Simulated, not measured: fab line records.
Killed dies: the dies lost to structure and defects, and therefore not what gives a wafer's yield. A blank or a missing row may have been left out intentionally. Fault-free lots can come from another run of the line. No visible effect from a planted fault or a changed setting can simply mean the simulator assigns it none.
Problem report, 8D (eight disciplines) form, completed by code	flow gf180mcu	the parts of the form that need people (team, actions taken, sign-off) are left out

== 1. PROBLEM STATEMENT ==
At GF_HV_LDD_COAT_41, spin_speed_rpm averages 3206.5 rpm over 6 wafers from 2 lots, while fault-free wafers read 2999.9 rpm, standard deviation 2. That is +99 or more standard deviations from the usual mean.
The step: resist thk 1000 nm.
First observed at day 15 06:36: wafer L592.1, on litho_track-01. Wafers with a number at this step in the record: 39, from 13 lots. Rule for "out" (also "out of limits"): further than 4 standard deviations from the usual mean. The rest of the wafers with a number are treated as sound.

== 2. WHAT IT IS, AND WHAT IT ISN'T ==
question	is	is not
which readings at this step	spin_speed_rpm	-
which lots	L592, L593	L585, L586, L587, L588, L590, L591, L595, L601, L602, L603, L604
which wafers of those lots	all that have a number	-
read on which tools	litho_track-01	litho_track-02, litho_track-03
when	from day 15 06:36	up to then (18 sound wafers); but 15 sound wafers of L595, L601, L602, L603, L604 came after

== 3. THE SUSPECTS, EACH WITH WHAT RULES IT OUT ==
Counting: a tool at any process step up to the reading remains a suspect when it ran all the lots that are out and ran no sound lot after the first of those.
- litho_track-01 at GF_HV_LDD_COAT_41 (resist thk 1000 nm): kept. All lots that are out passed through it, beginning with L592 at day 15 06:36, and no sound lot followed; its final sound lot before that point was L590 at day 14 17:54. Out on those wafers are its own readings of spin_speed_rpm.
Left after counting: litho_track-01 at GF_HV_LDD_COAT_41.

== 4. THE CAUSE (what the simulator had put in) ==
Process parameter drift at GF_HV_LDD_COAT_41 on litho_track-01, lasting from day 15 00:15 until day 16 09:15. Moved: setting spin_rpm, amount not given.
The count eliminated every tool but this one.

== 5. SEQUENCE OF EFFECTS, ordered by route ==
Each row: a reading where the mean over the struck wafers with a number is more than 3 standard deviations away from the usual. Only readings for which the record gives a usual standard deviation are gone through. hours: the time from each lot's start at the first step in this table that gives one to its start at this step, as a median over the lots. sigmas: the change in usual standard deviations.
hours	step	reading	usual	on struck wafers	change	sigmas
0	GF_HV_LDD_COAT_41	spin_speed_rpm	2999.9 rpm	3206.5	+206.6	+99 or more
12	GF_HV_LDD_STRIP_49	strip_time_to_endpoint_s	12.618 s	12.233	-0.385	-14
Its process steps:
- GF_HV_LDD_COAT_41: resist thk 1000 nm.
- GF_HV_LDD_STRIP_49: strips in O2/N2.

== 6. WHAT WOULD HAVE CAUGHT IT SOONER ==
6 hours passed between the start of the fault at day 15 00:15 and the first reading out of limits in this record, taken at day 15 06:36.
